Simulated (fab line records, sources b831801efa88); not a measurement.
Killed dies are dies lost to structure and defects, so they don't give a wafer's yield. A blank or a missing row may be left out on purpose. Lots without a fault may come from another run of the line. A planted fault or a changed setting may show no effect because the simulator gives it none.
Which tool did it? | flow sky130 | 13 lots, 37 wafers sampled, at 3 steps of a route of 708

WHAT THE GAUGES READ, wafer by wafer
SKY_LI_CONTACT_THK_MEAS_23: measures by xrf.
lot  | measured     | on            | LI_CONTACT_W_THK (nm)
L641 | day 29 10:44 | film_metro-02 | 391 393 396
L642 | day 29 15:57 | film_metro-01 | 408 402 405
L643 | day 29 21:34 | film_metro-02 | 392 389 393
L648 | day 32 02:16 | film_metro-01 | 400 401 401
L649 | day 32 04:15 | film_metro-01 | 406 407
L652 | day 32 21:38 | film_metro-02 | 392 393
L658 | day 34 20:49 | film_metro-02 | 399 395 399
L659 | day 35 03:06 | film_metro-02 | 405 407 402
L660 | day 35 05:10 | film_metro-02 | 403 396 401
L661 | day 35 14:09 | film_metro-02 | 405 396 402
L662 | day 35 23:14 | film_metro-04 | 395 399 395
L663 | day 36 05:21 | film_metro-04 | 397 399 396
L664 | day 36 10:55 | film_metro-02 | 393 392 394

WHICH TOOL RAN EACH LOT (tool, then ch and the chambers of the sampled wafers, then the start)
lot  | SKY_LI_CONTACT_STRIP_16              | SKY_LI_CONTACT_CVD_21
L641 | plasma_asher-04 ch 0,1, day 29 10:04 | cvd_w-02 ch 0,1, day 29 10:30
L642 | plasma_asher-04 ch 0,1, day 29 15:16 | cvd_w-01 ch 0,1, day 29 15:41
L643 | plasma_asher-01 ch 0,1, day 29 20:53 | cvd_w-01 ch 0,1, day 29 21:19
L648 | plasma_asher-04 ch 0,1, day 32 01:35 | cvd_w-01 ch 0,1, day 32 02:01
L649 | plasma_asher-02 ch 0,1, day 32 03:34 | cvd_w-01 ch 0,1, day 32 03:59
L652 | plasma_asher-02 ch 1, day 32 20:58   | cvd_w-02 ch 1, day 32 21:24
L658 | plasma_asher-04 ch 0,1, day 34 20:07 | cvd_w-02 ch 0,1, day 34 20:34
L659 | plasma_asher-01 ch 0,1, day 35 02:25 | cvd_w-01 ch 0,1, day 35 02:51
L660 | plasma_asher-04 ch 0,1, day 35 04:29 | cvd_w-01 ch 0,1, day 35 04:55
L661 | plasma_asher-04 ch 0,1, day 35 13:28 | cvd_w-01 ch 0,1, day 35 13:54
L662 | plasma_asher-01 ch 0,1, day 35 22:26 | cvd_w-01 ch 1, day 35 22:52
L663 | plasma_asher-02 ch 0,1, day 36 04:40 | cvd_w-01 ch 0,1, day 36 05:06
L664 | plasma_asher-01 ch 0,1, day 36 10:14 | cvd_w-02 ch 0,1, day 36 10:40
- SKY_LI_CONTACT_STRIP_16: strips in O2/N2.
- SKY_LI_CONTACT_CVD_21: deposits W, target thk 400 nm, time 120.56 s.

WHAT THE TOOLS THEMSELVES READ (means of the sampled wafers that have a number; where no wafer has one, the mark that the record gives instead)
SKY_LI_CONTACT_STRIP_16.
lot  | tool            | drypump_motor_current_A (A) | oes_product_au (a.u.) | strip_time_to_endpoint_s (s)
L641 | plasma_asher-04 | 5.76                        | 0.375                 | 3.44
L642 | plasma_asher-04 | 5.76                        | 0.378                 | 3.54
L643 | plasma_asher-01 | 6.05                        | 0.373                 | 3.47
L648 | plasma_asher-04 | 5.78                        | 0.377                 | 3.46
L649 | plasma_asher-02 | 6.02                        | 0.371                 | 3.46
L652 | plasma_asher-02 | 6.41                        | 0.374                 | 3.48
L658 | plasma_asher-04 | 5.73                        | 0.373                 | 3.45
L659 | plasma_asher-01 | 6.04                        | 0.378                 | 3.47
L660 | plasma_asher-04 | 5.74                        | 0.374                 | 3.51
L661 | plasma_asher-04 | 5.73                        | 0.374                 | 3.48
L662 | plasma_asher-01 | 5.98                        | 0.375                 | 3.50
L663 | plasma_asher-02 | 6.13                        | 0.373                 | 3.47
L664 | plasma_asher-01 | 6.05                        | 0.371                 | 3.48

SKY_LI_CONTACT_CVD_21.
lot  | tool     | heater_power_w (W)
L641 | cvd_w-02 | 768
L642 | cvd_w-01 | 896
L643 | cvd_w-01 | 907
L648 | cvd_w-01 | 874
L649 | cvd_w-01 | 904
L652 | cvd_w-02 | 837
L658 | cvd_w-02 | 707
L659 | cvd_w-01 | 914
L660 | cvd_w-01 | 910
L661 | cvd_w-01 | 866
L662 | cvd_w-01 | 972
L663 | cvd_w-01 | 861
L664 | cvd_w-02 | 696

THE ANSWER, worked out from the rows above alone
Rule: what is usual is taken from the lots themselves. Put in order of their means at a reading, lots are off if they are a third of the lots or fewer, leave a main group of 4 or more, and stand apart from it by a gap of 3 or more times the standard deviation of the main group's means; of several such gaps the widest counts. A main group whose means are all the same, to the digits that the tables above print for the reading, isn't used. A lot without any number at a reading at which 4 lots or more have one is off too. The other lots that the step has rows for count as sound. The gauges are gone through in route order, then the tools' own readings, and for those a lot's mean is taken as printed above. The first step at which some lot is off is used, and at that step the reading that is off furthest; a lot without a number counts as furthest.
No lot is off at any reading shown: from this, nothing can be told.

WHAT THE SIMULATOR HAD PUT IN
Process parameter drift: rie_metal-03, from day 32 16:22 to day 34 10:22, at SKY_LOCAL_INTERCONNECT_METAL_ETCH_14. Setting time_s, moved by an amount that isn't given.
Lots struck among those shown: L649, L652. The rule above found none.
